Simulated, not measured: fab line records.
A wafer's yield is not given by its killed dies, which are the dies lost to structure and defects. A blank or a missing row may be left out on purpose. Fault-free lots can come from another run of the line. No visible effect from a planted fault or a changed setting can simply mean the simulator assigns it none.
Which tool is to blame? :: flow gf180mcu :: 15 lots, 45 wafers sampled, at 4 steps of a route of 602

== WHAT THE GAUGES SHOWED, per wafer ==
GF_V5_THK_MEAS_01. Usual: V5_CVD_00_THK typically reads 301 nm, with standard deviation 3.3.
lot: L860
measured: day 26 05:43
on: film-metro-02
V5_CVD_00_THK (nm): 302 307 301
flag: 

lot: L861
measured: day 26 20:28
on: film-metro-01
V5_CVD_00_THK (nm): 300 297 299
flag: 

lot: L862
measured: day 27 01:00
on: film-metro-01
V5_CVD_00_THK (nm): 301 297 298
flag: 

lot: L863
measured: day 27 06:49
on: film-metro-04
V5_CVD_00_THK (nm): 303 301 301
flag: 

lot: L864
measured: day 27 15:56
on: film-metro-04
V5_CVD_00_THK (nm): 301 303 301
flag: 

lot: L865
measured: day 28 00:21
on: film-metro-02
V5_CVD_00_THK (nm): 302 302 302
flag: 

lot: L867
measured: day 28 18:27
on: film-metro-04
V5_CVD_00_THK (nm): 301 306 302
flag: 

lot: L870
measured: day 29 15:22
on: film-metro-02
V5_CVD_00_THK (nm): 297 301 297
flag: 

lot: L871
measured: day 29 18:32
on: film-metro-04
V5_CVD_00_THK (nm): 299 300 300
flag: 

lot: L872
measured: day 29 21:32
on: film-metro-04
V5_CVD_00_THK (nm): 308 305 304
flag: 

lot: L874
measured: day 30 16:49
on: film-metro-02
V5_CVD_00_THK (nm): 304 299 301
flag: 

lot: L875
measured: day 31 08:07
on: film-metro-01
V5_CVD_00_THK (nm): 306 305 302
flag: 

lot: L878
measured: day 31 22:04
on: film-metro-04
V5_CVD_00_THK (nm): 309 306 306
flag: 

lot: L880
measured: day 32 04:43
on: film-metro-04
V5_CVD_00_THK (nm): 291 294 293
flag: 

lot: L881
measured: day 32 07:41
on: film-metro-04
V5_CVD_00_THK (nm): 298 298 297
flag: 

GF_V5_OVL_MEAS_15. Usual: V5_OVL typically reads 4 nm, with standard deviation 4.9.
lot: L860
measured: day 27 02:47
on: overlay-02
V5_OVL (nm): 6 2 3
flag: 

lot: L861
measured: day 27 17:44
on: overlay-02
V5_OVL (nm): 5 3 3
flag: 

lot: L862
measured: day 27 22:41
on: overlay-01
V5_OVL (nm): 10 5 4
flag: 

lot: L863
measured: day 28 03:47
on: overlay-02
V5_OVL (nm): 2 3 7
flag: 

lot: L864
measured: day 28 12:15
on: overlay-01
V5_OVL (nm): -2 3 -4
flag: 

lot: L865
measured: day 28 18:57
on: overlay-01
V5_OVL (nm): 1 5 9
flag: 

lot: L867
measured: day 29 14:14
on: overlay-01
V5_OVL (nm): 11 12 13
flag: 

lot: L870
measured: day 30 10:28
on: overlay-02
V5_OVL (nm): 3 10 7
flag: 

lot: L871
measured: day 30 13:47
on: overlay-01
V5_OVL (nm): -3 -5 3
flag: 

lot: L872
measured: day 30 16:45
on: overlay-02
V5_OVL (nm): 9 -2 5
flag: 

lot: L874
measured: day 31 11:34
on: overlay-01
V5_OVL (nm): -2 7 -3
flag: 

lot: L875
measured: day 32 02:30
on: overlay-02
V5_OVL (nm): -5 -6 -6
flag: 

lot: L878
measured: day 32 14:08
on: overlay-01
V5_OVL (nm): 6 2 3
flag: 

lot: L880
measured: day 32 22:44
on: overlay-02
V5_OVL (nm): 1 13 5
flag: 

lot: L881
measured: day 33 01:26
on: overlay-01
V5_OVL (nm): 7 2 4
flag: 

GF_TOP_METAL_OVL_MEAS_15. Usual: TOP_METAL_OVL typically reads -0.1 nm, with standard deviation 1.5.
lot: L860
measured: day 28 00:02
on: overlay-02
TOP_METAL_OVL (nm): -0.5 0.2 -0.4
flag: 

lot: L861
measured: day 28 17:47
on: overlay-02
TOP_METAL_OVL (nm): -0.4 -1.2 -0.6
flag: 

lot: L862
measured: day 28 18:51
on: overlay-02
TOP_METAL_OVL (nm): 1.3 1.6 0.8
flag: 

lot: L863
measured: day 29 00:50
on: overlay-01
TOP_METAL_OVL (nm): 3.1 4.0 2.6
flag: 

lot: L864
measured: day 29 08:12
on: overlay-01
TOP_METAL_OVL (nm): 1.1 0.3 0.9
flag: 

lot: L865
measured: day 29 15:45
on: overlay-01
TOP_METAL_OVL (nm): 1.2 2.0 2.0
flag: 

lot: L867
measured: day 30 11:15
on: overlay-02
TOP_METAL_OVL (nm): -1.8 -2.6 -2.2
flag: 

lot: L870
measured: day 31 06:02
on: overlay-02
TOP_METAL_OVL (nm): -1.3 -2.0 -1.5
flag: 

lot: L871
measured: day 31 09:02
on: overlay-02
TOP_METAL_OVL (nm): -2.5 -1.5 -1.2
flag: 

lot: L872
measured: day 31 12:17
on: overlay-02
TOP_METAL_OVL (nm): -2.2 -1.2 -2.4
flag: 

lot: L874
measured: day 32 05:55
on: overlay-02
TOP_METAL_OVL (nm): 1.4 1.4 1.7
flag: 

lot: L875
measured: day 32 20:01
on: overlay-01
TOP_METAL_OVL (nm): -2.6 -1.3 -1.7
flag: 

lot: L878
measured: day 33 07:56
on: overlay-01
TOP_METAL_OVL (nm): -0.8 -1.2 0.1
flag: 

lot: L880
measured: day 33 16:05
on: overlay-02
TOP_METAL_OVL (nm): 0.0 0.8 0.7
flag: 

lot: L881
measured: day 33 19:07
on: overlay-01
TOP_METAL_OVL (nm): -0.4 -1.9 -1.1
flag: 

== WHAT TOOL EACH LOT RAN ON (gives the tool, then ch and the chambers of the sampled wafers, and finally the start) ==
lot: L860
GF_V4_CVD_23: cvd-w-01 ch 0,1, day 24 08:49

lot: L861
GF_V4_CVD_23: cvd-w-02 ch 0,1, day 25 00:09

lot: L862
GF_V4_CVD_23: cvd-w-02 ch 0,1, day 25 05:05

lot: L863
GF_V4_CVD_23: cvd-w-02 ch 0,1, day 25 09:57

lot: L864
GF_V4_CVD_23: cvd-w-02 ch 0,1, day 25 21:25

lot: L865
GF_V4_CVD_23: cvd-w-02 ch 0,1, day 26 04:22

lot: L867
GF_V4_CVD_23: cvd-w-01 ch 0,1, day 27 01:08

lot: L870
GF_V4_CVD_23: cvd-w-01 ch 0,1, day 27 23:21

lot: L871
GF_V4_CVD_23: cvd-w-01 ch 0, day 28 03:02

lot: L872
GF_V4_CVD_23: cvd-w-02 ch 0,1, day 28 05:24

lot: L874
GF_V4_CVD_23: cvd-w-02 ch 0,1, day 29 01:23

lot: L875
GF_V4_CVD_23: cvd-w-02 ch 0,1, day 29 17:44

lot: L878
GF_V4_CVD_23: cvd-w-02 ch 0,1, day 30 08:44

lot: L880
GF_V4_CVD_23: cvd-w-02 ch 0,1, day 30 15:50

lot: L881
GF_V4_CVD_23: cvd-w-02 ch 0,1, day 30 18:41
- GF_V4_CVD_23: deposits W, target thk 350 nm, time 104.9 s.

== WHAT THE TOOLS THEMSELVES READ (means of the sampled wafers that have a number; where no wafer has one, the mark that the record gives instead) ==
GF_V4_CVD_23. Usual: heater-power-w 832 W, standard deviation 79.
lot: L860
tool: cvd-w-01
heater-power-w (W): 823
flag: 

lot: L861
tool: cvd-w-02
heater-power-w (W): 794
flag: 

lot: L862
tool: cvd-w-02
heater-power-w (W): 777
flag: 

lot: L863
tool: cvd-w-02
heater-power-w (W): 795
flag: 

lot: L864
tool: cvd-w-02
heater-power-w (W): 786
flag: 

lot: L865
tool: cvd-w-02
heater-power-w (W): 785
flag: 

lot: L867
tool: cvd-w-01
heater-power-w (W): 830
flag: 

lot: L870
tool: cvd-w-01
heater-power-w (W): 861
flag: 

lot: L871
tool: cvd-w-01
heater-power-w (W): 886
flag: 

lot: L872
tool: cvd-w-02
heater-power-w (W): 791
flag: 

lot: L874
tool: cvd-w-02
heater-power-w (W): 791
flag: 

lot: L875
tool: cvd-w-02
heater-power-w (W): 781
flag: 

lot: L878
tool: cvd-w-02
heater-power-w (W): 792
flag: 

lot: L880
tool: cvd-w-02
heater-power-w (W): 868
flag: 

lot: L881
tool: cvd-w-02
heater-power-w (W): 850
flag: 

== THE ANSWER, worked out from the rows above alone ==
Rule: lot off if the mean of its wafers having a number is beyond 3 standard deviations from the usual mean. Also off: a lot with no number at a reading for which 4 or more lots have one. Where the step has rows for the other lots, those lots are counted as sound. First the gauges in route order, then the tools' own readings, where a lot's mean is used as printed above. At the first step where some lot is off, the reading lying furthest off is the one used; lots without a number count as furthest.
Nothing can be told from this: no lot is off at any reading shown.

== WHAT WAS PUT IN BY THE SIMULATOR ==
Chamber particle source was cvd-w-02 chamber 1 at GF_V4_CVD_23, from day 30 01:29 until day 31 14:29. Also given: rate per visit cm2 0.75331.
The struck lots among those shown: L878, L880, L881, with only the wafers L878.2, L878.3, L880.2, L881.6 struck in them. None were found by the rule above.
